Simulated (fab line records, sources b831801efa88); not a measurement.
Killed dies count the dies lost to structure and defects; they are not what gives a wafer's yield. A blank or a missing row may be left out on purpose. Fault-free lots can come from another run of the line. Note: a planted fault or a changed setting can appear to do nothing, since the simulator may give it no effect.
Chamber matching + flow sfq-line + 4 sister chambers for SFQ_TRILAYER_I6_CMP_CMP_166 on cmp-02
The step polishes SiO2. 4 wafers are shown with their chamber, then 9 later ones without.

== EACH WAFER AND ITS CHAMBER ==
| wafer  | chamber | motor-current-A (A) |
|--------|---------|---------------------|
| L699.2 | 0       | 9.4                 |
| L703.1 | 3       | 12.0                |
| L704.2 | 1       | 10.3                |
| L704.6 | 2       | 9.0                 |

== WAFERS WITH NO CHAMBER GIVEN ==
| wafer  | motor-current-A (A) |
|--------|---------------------|
| L705.1 | 8.9                 |
| L705.2 | 11.7                |
| L705.5 | 9.6                 |
| L706.1 | 9.8                 |
| L706.2 | 9.5                 |
| L706.5 | 9.3                 |
| L709.2 | 9.1                 |
| L709.4 | 10.1                |
| L709.5 | 10.1                |

== CHAMBER TAKEN BY EACH ==
| wafer  | from the rows above          | in truth                   |
|--------|------------------------------|----------------------------|
| L705.1 | can't be placed: 2 or 0      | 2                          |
| L705.2 | 3                            | 3                          |
| L705.5 | can't be placed: 0 or 2      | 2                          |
| L706.1 | can't be placed: 0 or 1 or 2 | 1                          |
| L706.2 | can't be placed: 0 or 2      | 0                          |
| L706.5 | can't be placed: 0 or 2      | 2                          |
| L709.2 | can't be placed: 2 or 0      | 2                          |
| L709.4 | 1                            | 1                          |
| L709.5 | 1                            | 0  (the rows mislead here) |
Placed correctly: 2 of 9. Not placeable from these rows: 6 (in 6, the candidates include the true chamber). Wrongly placed: 1.
How it was worked out, from the rows above alone: a wafer's distance from a chamber is the root of the sum, over the readings, of the square of ((its reading less the chamber's mean) divided by the reading's scatter). If the next closest chamber is less than 2 further off than the closest, the wafer can't be placed; otherwise it belongs to the closest. For every chamber, the mean is computed from those of its wafers that are shown. The scatter (one wafer shown for each chamber): square how far every hidden wafer sits from the nearest shown wafer, average those squares and take the square root.
